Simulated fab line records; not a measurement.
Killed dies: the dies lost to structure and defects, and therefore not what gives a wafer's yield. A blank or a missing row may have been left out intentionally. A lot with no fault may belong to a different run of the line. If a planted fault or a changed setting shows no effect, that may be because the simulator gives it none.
Which tool was responsible? / flow sky130 / 14 lots with 42 wafers sampled at 2 steps, on a route of 708 steps

== WHAT EACH GAUGE READ, for each wafer ==
Not one reading of a measure or inspect step in the record can be checked against a usual standard deviation.

== EACH LOT AND THE TOOL THAT RAN IT (in order: tool; ch and the chambers of the sampled wafers; start) ==
lot=L378; SKY_FIELD_ISO_CVD_24=hdpcvd-01 ch 1,2, day 2 06:38; SKY_PAD_OPEN_PROBE_99=-
lot=L379; SKY_FIELD_ISO_CVD_24=hdpcvd-02 ch 0,2, day 2 14:14; SKY_PAD_OPEN_PROBE_99=-
lot=L380; SKY_FIELD_ISO_CVD_24=hdpcvd-02 ch 0,2, day 2 17:06; SKY_PAD_OPEN_PROBE_99=-
lot=L381; SKY_FIELD_ISO_CVD_24=hdpcvd-02 ch 0,1,2, day 2 22:29; SKY_PAD_OPEN_PROBE_99=-
lot=L382; SKY_FIELD_ISO_CVD_24=hdpcvd-01 ch 0,1, day 3 04:52; SKY_PAD_OPEN_PROBE_99=-
lot=L383; SKY_FIELD_ISO_CVD_24=hdpcvd-02 ch 0,2, day 3 08:34; SKY_PAD_OPEN_PROBE_99=-
lot=L384; SKY_FIELD_ISO_CVD_24=hdpcvd-02 ch 0,1,2, day 3 15:33; SKY_PAD_OPEN_PROBE_99=-
lot=L386; SKY_FIELD_ISO_CVD_24=hdpcvd-02 ch 0,1,2, day 4 00:08; SKY_PAD_OPEN_PROBE_99=-
lot=L387; SKY_FIELD_ISO_CVD_24=hdpcvd-02 ch 1,2, day 4 05:25; SKY_PAD_OPEN_PROBE_99=-
lot=L392; SKY_FIELD_ISO_CVD_24=hdpcvd-01 ch 1,2, day 5 06:39; SKY_PAD_OPEN_PROBE_99=-
lot=L394; SKY_FIELD_ISO_CVD_24=hdpcvd-02 ch 1,2, day 5 18:23; SKY_PAD_OPEN_PROBE_99=prober-02, day 49 15:59
lot=L395; SKY_FIELD_ISO_CVD_24=hdpcvd-02 ch 0,2, day 5 22:24; SKY_PAD_OPEN_PROBE_99=prober-01, day 49 22:24
lot=L397; SKY_FIELD_ISO_CVD_24=hdpcvd-01 ch 0,2, day 6 09:55; SKY_PAD_OPEN_PROBE_99=-
lot=L399; SKY_FIELD_ISO_CVD_24=hdpcvd-01 ch 0,1, day 6 20:03; SKY_PAD_OPEN_PROBE_99=-
- SKY_FIELD_ISO_CVD_24: deposits SiO2, target thk 595 nm, time 99.2 s.
- SKY_PAD_OPEN_PROBE_99

== AS READ BY THE TOOLS THEMSELVES (means over the sampled wafers that have a number; for cases with no such wafer, the mark the record gives instead) ==
SKY_FIELD_ISO_CVD_24. Usual: pressureMtorr reads 6.002 mTorr (standard deviation 0.013).
lot=L378; tool=hdpcvd-01; pressureMtorr (mTorr)=6.003; flag=
lot=L379; tool=hdpcvd-02; pressureMtorr (mTorr)=6.000; flag=
lot=L380; tool=hdpcvd-02; pressureMtorr (mTorr)=6.007; flag=
lot=L381; tool=hdpcvd-02; pressureMtorr (mTorr)=5.991; flag=
lot=L382; tool=hdpcvd-01; pressureMtorr (mTorr)=5.993; flag=
lot=L383; tool=hdpcvd-02; pressureMtorr (mTorr)=6.005; flag=
lot=L384; tool=hdpcvd-02; pressureMtorr (mTorr)=5.995; flag=
lot=L386; tool=hdpcvd-02; pressureMtorr (mTorr)=6.000; flag=
lot=L387; tool=hdpcvd-02; pressureMtorr (mTorr)=5.999; flag=
lot=L392; tool=hdpcvd-01; pressureMtorr (mTorr)=6.014; flag=
lot=L394; tool=hdpcvd-02; pressureMtorr (mTorr)=5.995; flag=
lot=L395; tool=hdpcvd-02; pressureMtorr (mTorr)=6.007; flag=
lot=L397; tool=hdpcvd-01; pressureMtorr (mTorr)=6.004; flag=
lot=L399; tool=hdpcvd-01; pressureMtorr (mTorr)=5.976; flag=

SKY_PAD_OPEN_PROBE_99. Usual: killed_at_M0_to_M3 43, standard deviation 6.6; killed_at_M4_up 3.4, standard deviation 1.8; killedAtContacts 24, standard deviation 4.9; killedAtFrontEnd 15, standard deviation 4.1; killedAtOther 0.3, standard deviation 0.55; killedDies 85, standard deviation 8.8; killedOnRim 17, standard deviation 3.7; killedOpen 46, standard deviation 6.1; killedShort 39, standard deviation 5.7.
lot=L394 tool=prober-02 killed_at_M0_to_M3=39 killed_at_M4_up=4.0 killedAtContacts=20 killedAtFrontEnd=56 killedAtOther=0.0 killedDies=119 killedOnRim=22 killedOpen=43 killedShort=36 flag=OFF
lot=L395 tool=prober-01 killed_at_M0_to_M3=33 killed_at_M4_up=3.7 killedAtContacts=24 killedAtFrontEnd=51 killedAtOther=0.0 killedDies=112 killedOnRim=25 killedOpen=44 killedShort=34 flag=OFF

== THE ANSWER, worked out from the rows above alone ==
Rule: a lot is off if the mean of its wafers that have a number lies more than 3 standard deviations from the usual mean. Also off: a lot with no number at a reading for which 4 or more lots have one. All remaining lots with rows at the step are treated as sound. After the gauges, taken in route order, come the tools' own readings; for these a lot's mean is taken, as printed above. At the first step where some lot is off, the reading lying furthest off is the one used; lots without a number count as furthest.
Off at SKY_PAD_OPEN_PROBE_99 (killedAtFrontEnd): L394, L395. Neither off nor sound, because the step has no rows for them: L378, L379, L380, L381, L382, L383, L384, L386, L387, L392, L397, L399.
If a tool, at that step or one of the process steps before it, ran each lot that is off and ran no sound lot following the first of them, it fits. One fits: SKY_FIELD_ISO_CVD_24 on hdpcvd-02. It ran no sound lot before its first lot that is off in this sample, so the start can't be narrowed down.

== WHAT HAD BEEN PUT IN BY THE SIMULATOR ==
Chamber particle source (hdpcvd-02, SKY_FIELD_ISO_CVD_24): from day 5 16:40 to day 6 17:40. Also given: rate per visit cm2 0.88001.
Struck lots among those shown: L394, L395. The rule above reached the same finding.
